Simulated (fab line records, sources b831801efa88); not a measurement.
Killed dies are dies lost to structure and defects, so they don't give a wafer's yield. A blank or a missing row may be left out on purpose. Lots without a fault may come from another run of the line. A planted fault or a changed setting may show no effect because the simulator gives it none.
Which tool did it? | flow gf180mcu | 14 lots, 42 wafers sampled, at 5 steps of a route of 602

WHAT THE GAUGES READ, wafer by wafer
GF_VT_IMPLANT_OVL_MEAS_07.
lot  | measured     | on         | VT_IMPLANT_OVL (nm)
L959 | day 5 17:03  | overlay-01 | -0.4 0.0 2.7
L960 | day 5 21:28  | overlay-01 | -0.2 -0.8 0.1
L963 | day 6 15:27  | overlay-02 | 1.5 0.1 3.2
L964 | day 6 21:34  | overlay-02 | -0.5 -2.3 -1.8
L965 | day 7 04:00  | overlay-02 | 0.0 0.9 0.4
L966 | day 7 10:52  | overlay-02 | 0.0 1.3 -1.3
L968 | day 7 21:55  | overlay-01 | 2.9 -0.1 1.6
L971 | day 8 16:49  | overlay-02 | -1.1 -1.3 -0.2
L973 | day 9 05:39  | overlay-01 | 0.5 1.6 0.9
L974 | day 9 10:31  | overlay-01 | 1.3 -1.5 2.4
L975 | day 9 16:34  | overlay-01 | 0.6 0.9 0.2
L976 | day 9 22:54  | overlay-01 | 0.7 0.7 -0.7
L979 | day 10 17:16 | overlay-02 | 0.0 -0.8 -1.2
L982 | day 11 13:42 | overlay-02 | 0.6 -2.4 -1.9

GF_VT_IMPLANT_TW_MEAS_10.
lot  | measured     | on            | VT_IMPLANT_TW
L959 | day 5 17:20  | film_metro-03 | 566 566 563
L960 | day 5 21:45  | film_metro-04 | 572 576 573
L963 | day 6 15:44  | film_metro-02 | 559 558 563
L964 | day 6 21:52  | film_metro-04 | 572 570 571
L965 | day 7 04:17  | film_metro-02 | 557 559 560
L966 | day 7 11:09  | film_metro-03 | 561 560 561
L968 | day 7 22:12  | film_metro-03 | 563 564 557
L971 | day 8 17:07  | film_metro-04 | 569 565 571
L973 | day 9 05:56  | film_metro-04 | 565 566 568
L974 | day 9 10:48  | film_metro-02 | 555 556 555
L975 | day 9 16:51  | film_metro-03 | 559 561 560
L976 | day 9 23:11  | film_metro-03 | 559 557 561
L979 | day 10 17:34 | film_metro-03 | 564 563 562
L982 | day 11 13:59 | film_metro-02 | 556 554 557

GF_HV_LDD_TW_MEAS_23.
lot  | measured     | on            | HV_LDD_2_TW
L959 | day 10 20:25 | film_metro-04 | 1072 1065 1060
L960 | day 11 04:18 | film_metro-01 | 1066 1072 1068
L963 | day 12 00:22 | film_metro-01 | 1059 1064 1058
L964 | day 12 10:31 | film_metro-01 | 1066 1060 1066
L965 | day 12 18:06 | film_metro-01 | 1059 1065 1055
L966 | day 13 00:25 | film_metro-01 | 1060 1067 1069
L968 | day 13 13:41 | film_metro-02 | 1043 1047 1047
L971 | day 14 14:38 | film_metro-02 | 1046 1046 1048
L973 | day 15 03:10 | film_metro-01 | 989 995 982
L974 | day 15 10:52 | film_metro-04 | 1066 1067 1066
L975 | day 15 20:32 | film_metro-02 | 968 963 967
L976 | day 16 02:49 | film_metro-02 | 1041 1048 1042
L979 | day 17 01:28 | film_metro-04 | 1058 1068 1056
L982 | day 18 03:50 | film_metro-01 | 1062 1065 1066

GF_HV_LDD_CD_MEAS_46: target cd 400 nm.
lot  | measured     | on        | cd_nm (nm)
L959 | day 12 10:24 | cd_sem-01 | 402.5 401.8 404.0
L960 | day 12 18:30 | cd_sem-01 | 399.1 399.4 399.5
L963 | day 13 17:18 | cd_sem-01 | 401.9 402.2 402.2
L964 | day 14 03:52 | cd_sem-02 | 397.9 399.3 397.7
L965 | day 14 11:29 | cd_sem-01 | 402.1 401.1 402.9
L966 | day 14 18:46 | cd_sem-01 | 395.5 398.5 399.3
L968 | day 15 07:23 | cd_sem-01 | 401.0 398.8 400.3
L971 | day 16 09:52 | cd_sem-02 | 400.4 398.2 399.3
L973 | day 16 23:27 | cd_sem-02 | 398.7 400.2 398.3
L974 | day 17 07:42 | cd_sem-01 | 396.4 400.1 398.0
L975 | day 17 18:40 | cd_sem-01 | 400.0 398.8 400.7
L976 | day 18 01:30 | cd_sem-02 | 398.9 401.5 403.0
L979 | day 19 01:28 | cd_sem-02 | 400.1 400.0 399.2
L982 | day 20 04:11 | cd_sem-02 | 405.1 404.2 401.4

WHICH TOOL RAN EACH LOT (tool, then ch and the chambers of the sampled wafers, then the start)
lot  | GF_HV_LDD_IMPLANT_21
L959 | implanter-01 ch 0, day 10 20:10
L960 | implanter-04 ch 0, day 11 04:03
L963 | implanter-04 ch 0, day 12 00:07
L964 | implanter-03 ch 0, day 12 10:17
L965 | implanter-01 ch 0, day 12 17:51
L966 | implanter-01 ch 0, day 13 00:11
L968 | implanter-03 ch 0, day 13 13:26
L971 | implanter-03 ch 0, day 14 14:23
L973 | implanter-03 ch 0, day 15 02:55
L974 | implanter-01 ch 0, day 15 10:37
L975 | implanter-03 ch 0, day 15 20:17
L976 | implanter-04 ch 0, day 16 02:34
L979 | implanter-01 ch 0, day 17 01:14
L982 | implanter-01 ch 0, day 18 03:35
- GF_HV_LDD_IMPLANT_21

WHAT THE TOOLS THEMSELVES READ (means of the sampled wafers that have a number; where no wafer has one, the mark that the record gives instead)
GF_HV_LDD_IMPLANT_21.
lot  | tool         | beam_on_s (s) | faraday_current_uA
L959 | implanter-01 | 9.80          | 287
L960 | implanter-04 | 10.03         | 280
L963 | implanter-04 | 10.11         | 280
L964 | implanter-03 | 10.12         | 279
L965 | implanter-01 | 10.06         | 281
L966 | implanter-01 | 9.86          | 285
L968 | implanter-03 | 9.99          | 283
L971 | implanter-03 | 9.91          | 285
L973 | implanter-03 | 7.71          | 365
L974 | implanter-01 | 10.13         | 278
L975 | implanter-03 | 7.85          | 360
L976 | implanter-04 | 9.94          | 283
L979 | implanter-01 | 9.91          | 284
L982 | implanter-01 | 10.28         | 274

THE ANSWER, worked out from the rows above alone
Rule: what is usual is taken from the lots themselves. Put in order of their means at a reading, lots are off if they are a third of the lots or fewer, leave a main group of 4 or more, and stand apart from it by a gap of 3 or more times the standard deviation of the main group's means; of several such gaps the widest counts. A main group whose means are all the same, to the digits that the tables above print for the reading, isn't used. A lot without any number at a reading at which 4 lots or more have one is off too. The other lots that the step has rows for count as sound. The gauges are gone through in route order, then the tools' own readings, and for those a lot's mean is taken as printed above. The first step at which some lot is off is used, and at that step the reading that is off furthest; a lot without a number counts as furthest.
Off: L973, L975, at GF_HV_LDD_TW_MEAS_23 (HV_LDD_2_TW). The main group: mean 1059, standard deviation 8.4.
A tool fits if, at a process step before that reading, it ran every lot that is off, and no sound lot after the first of them. The gauges at GF_HV_LDD_TW_MEAS_23 aren't tried: what is off there is off at GF_HV_LDD_IMPLANT_21 too, on other tools, and a gauge's error can't cause that. One fits: implanter-03 at GF_HV_LDD_IMPLANT_21. Its last sound lot is L971 (day 14 14:23), its first lot that is off L973 (day 15 02:55): a fault that began between those two fits.
The tool's own readings at GF_HV_LDD_IMPLANT_21 bear it out: on the lots that are off they differ by more than 5 times the standard deviation of the sound lots' means. beam_on_s reads 7.78 s there against 10.01 s on the sound lots; faraday_current_uA reads 362 there against 282 on the sound lots.

WHAT THE SIMULATOR HAD PUT IN
Process parameter drift: implanter-03, from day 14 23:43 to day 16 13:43, at GF_HV_LDD_IMPLANT_21. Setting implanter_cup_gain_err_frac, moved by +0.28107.
Lots struck among those shown: L973, L975. The rule above found the same.
